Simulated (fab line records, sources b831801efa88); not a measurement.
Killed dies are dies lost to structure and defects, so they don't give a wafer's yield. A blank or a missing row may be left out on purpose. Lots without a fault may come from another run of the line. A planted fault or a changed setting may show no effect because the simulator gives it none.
Which tool did it? | flow sky130 | 12 lots, 36 wafers sampled, at 1 step of a route of 708

WHAT THE GAUGES READ, wafer by wafer
SKY_POLY_GATE_OVL_MEAS_14.
lot  | measured     | on         | POLY_GATE_OVL (nm)
L698 | day 17 05:23 | overlay-01 | -10 -21 -9
L701 | day 18 03:53 | overlay-01 | 5 -2 10
L702 | day 18 21:56 | overlay-01 | -2 1 -1
L705 | day 19 13:23 | overlay-02 | 9 0 4
L707 | day 20 11:41 | overlay-01 | -10 -6 -5
L711 | day 21 18:18 | overlay-01 | -5 0 -7
L712 | day 22 02:41 | overlay-01 | -11 -11 -7
L714 | day 22 10:40 | overlay-01 | -7 3 -7
L715 | day 22 22:35 | overlay-01 | -12 -12 -7
L716 | day 23 04:43 | overlay-01 | -6 -10 -2
L717 | day 23 14:59 | overlay-01 | 10 1 -3
L718 | day 23 16:13 | overlay-02 | -6 -4 -13

WHICH TOOL RAN EACH LOT (tool, then ch and the chambers of the sampled wafers, then the start)
The record holds no process step before these readings.

WHAT THE TOOLS THEMSELVES READ (means of the sampled wafers that have a number; where no wafer has one, the mark that the record gives instead)
The record holds no such reading with a usual standard deviation.

THE ANSWER, worked out from the rows above alone
Rule: what is usual is taken from the lots themselves. Put in order of their means at a reading, lots are off if they are a third of the lots or fewer, leave a main group of 4 or more, and stand apart from it by a gap of 3 or more times the standard deviation of the main group's means; of several such gaps the widest counts. A main group whose means are all the same, to the digits that the tables above print for the reading, isn't used. A lot without any number at a reading at which 4 lots or more have one is off too. The other lots that the step has rows for count as sound. The gauges are gone through in route order, then the tools' own readings, and for those a lot's mean is taken as printed above. The first step at which some lot is off is used, and at that step the reading that is off furthest; a lot without a number counts as furthest.
No lot is off at any reading shown: from this, nothing can be told.

WHAT THE SIMULATOR HAD PUT IN
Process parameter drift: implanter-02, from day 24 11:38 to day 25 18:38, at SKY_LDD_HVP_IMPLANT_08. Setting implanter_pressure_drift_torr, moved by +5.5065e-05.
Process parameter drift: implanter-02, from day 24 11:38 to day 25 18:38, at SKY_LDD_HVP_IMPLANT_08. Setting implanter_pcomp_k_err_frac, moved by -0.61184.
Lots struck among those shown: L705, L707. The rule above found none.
